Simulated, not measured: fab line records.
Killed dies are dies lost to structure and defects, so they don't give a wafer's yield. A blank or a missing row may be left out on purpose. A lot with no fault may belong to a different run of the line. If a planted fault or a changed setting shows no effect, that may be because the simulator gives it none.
Struck lot and sound lot, side by side ; flow sky130 ; 16 out of 708 route steps
Sound: the wafers L204.1, L204.2, L204.6. Struck: wafers L215.1, L215.4 (left out: L215.5, a lot-mate that was not struck); the cause follows at the end.
Per side, at each step with rows, come the tool, then ch with its chambers, and then its first start. Under that, the readings that differ: sound wafers ; struck wafers ; difference of the means ; sigmas: that difference in standard deviations of wafers without a fault.
alike: same words and numbers on both sides, and readings whose means sit less than 2 such deviations apart. not compared: any withheld reading, any reading some wafer has no value for, any bound like >300 that may hide the same value, and any number with overlapping values for which the record gives no deviation.
Wherever a step has rows on one side only, a row that says differs or no value, or a row with sigmas, the two part there. When numbers do not overlap yet have no deviation, they are printed without sigmas and do not part them. Lack of a reading on every wafer of one side parts them only where that side has two or more wafers.

first, 3 steps without rows for these wafers: SKY_METAL1_EXPOSE_12 (exposes mask MM1, target cd 140 nm); SKY_METAL1_PEB_13; SKY_METAL1_DEVELOP_14 (develop time 60 s).
SKY_METAL1_CD_MEAS_15: the cd target is 140 nm.
  sound: cd-sem-01 at day 35 02:49; struck: cd-sem-02 at day 38 09:37
  alike: cd-nm
SKY_METAL1_OVL_MEAS_16:
  sound: overlay-01 at day 35 02:56; struck: overlay-01 at day 38 09:44
  alike: METAL1_OVL
SKY_METAL1_DESCUM_17: chemistry O2, time 8 s.
  sound on rie-metal-01 ch 0,1, day 35 02:58; struck on rie-metal-02 ch 1, day 38 09:46
  alike: drypump-motor-current-A, oes-product-au
  not compared: rf-hours-counter-h
SKY_METAL1_ETCH_18: etches BARC in N2/H2, stops on SiO2, time 45.9 s, target depth 60 nm.
  sound on rie-metal-01 ch 0,1, day 35 03:01; struck on rie-metal-02 ch 1, day 38 09:50
  alike: drypump-motor-current-A, oes-product-au, throttle-valve-pct
  not compared: rf-hours-counter-h
SKY_METAL1_METAL_ETCH_19: etches the open film in Cl2/BCl3, stops on SiO2, target depth 360 nm, time 78 s.
  sound on rie-metal-01 ch 0,1, day 35 03:05; struck on rie-metal-02 ch 1, day 38 09:57
  alike: drypump-motor-current-A, oes-product-au, throttle-valve-pct
  not compared: rf-hours-counter-h
SKY_METAL1_STRIP_20: strips in O2/N2.
  sound on plasma-asher-01 ch 0,1, day 35 03:13; struck on plasma-asher-01 ch 0,1, day 38 10:08
  alike: drypump-motor-current-A, oes-product-au, strip-time-to-endpoint-s
  not compared: rf-hours-counter-h
then, 3 steps without rows for these wafers: SKY_METAL1_STRIP_21 (strips in post etch residue remover, time 1200 s); SKY_METAL1_CLEAN_22 (cleans in IPA, time 180 s); SKY_METAL1_CLEAN_23 (cleans in O3/DIW).
SKY_VIA1_HDPCVD_00: deposits SiO2, target thk 1030 nm, time 171.7 s.
  sound on hdpcvd-02 ch 0,2, day 35 04:14; struck on hdpcvd-01 ch 0, day 38 10:44
reading;sound;struck;difference;sigmas
sih4-flow-sccm (sccm);60.02 60.33 60.28;30.16 29.98;-30.14;-99 or more
model.SiO2_of_VIA1_HDPCVD_00.thk-nm (nm);1040 1036 1046;504.9 509.8;-533.3;
SKY_VIA1_THK_MEAS_01:
  sound: film-metro-03 at day 35 04:24; struck: film-metro-04 at day 38 10:50
reading;sound;struck;difference;sigmas
VIA1_HDPCVD_THK (nm);1041 1036 1046;505 510;-534;-44
SKY_VIA1_CMP_02: polishes SiO2.
  sound on cmp-01 ch 1,2,3, day 35 04:31; struck on cmp-02 ch 1,2, day 38 10:54
  alike: head-pressure-psi, motor-current-A
-- the record jumps here: 12 days lie between the struck wafers' starts before and after (it left off in module VIA1 and takes up again in module PAD_OPEN, whose first step shown is number 708 of the route) --
SKY_PAD_OPEN_PROBE_99:
  sound: prober-01 at day 47 23:47; struck: prober-02 at day 50 04:46
reading;sound;struck;difference;sigmas
model.etest.tester.sort-n-pass;398 409 414;260 249;-152;
model.etest.tester.sort-yield-pct (%);80.89 83.13 84.15;52.85 50.61;-30.99;
model.etest.tester.sort_bin_3_pct (%);0.813 0.813 0.6098;30.69 33.94;+31.57;
model.etest.met2-comb.leak-log10-a-um;-12.04 -11.98 -11.91;-7.145 -7.094;+4.857;
  alike: defect-limited-yield, killed_at_M0_to_M3, killed_at_M4_up, killed-at-contacts, killed-at-front-end, killed-at-other, killed-dies, killed-open, killed-short

WHERE THEY PART
Last at SKY_VIA1_THK_MEAS_01 as far as this record goes, first at SKY_VIA1_HDPCVD_00. Later steps at which nothing parts them and some readings are alike: SKY_VIA1_CMP_02, SKY_PAD_OPEN_PROBE_99.

WHY: what the simulator had put in
hdpcvd-01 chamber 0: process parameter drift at SKY_VIA1_HDPCVD_00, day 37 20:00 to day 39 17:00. From 60, the setting sih4-flow-sccm moved by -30. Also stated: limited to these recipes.
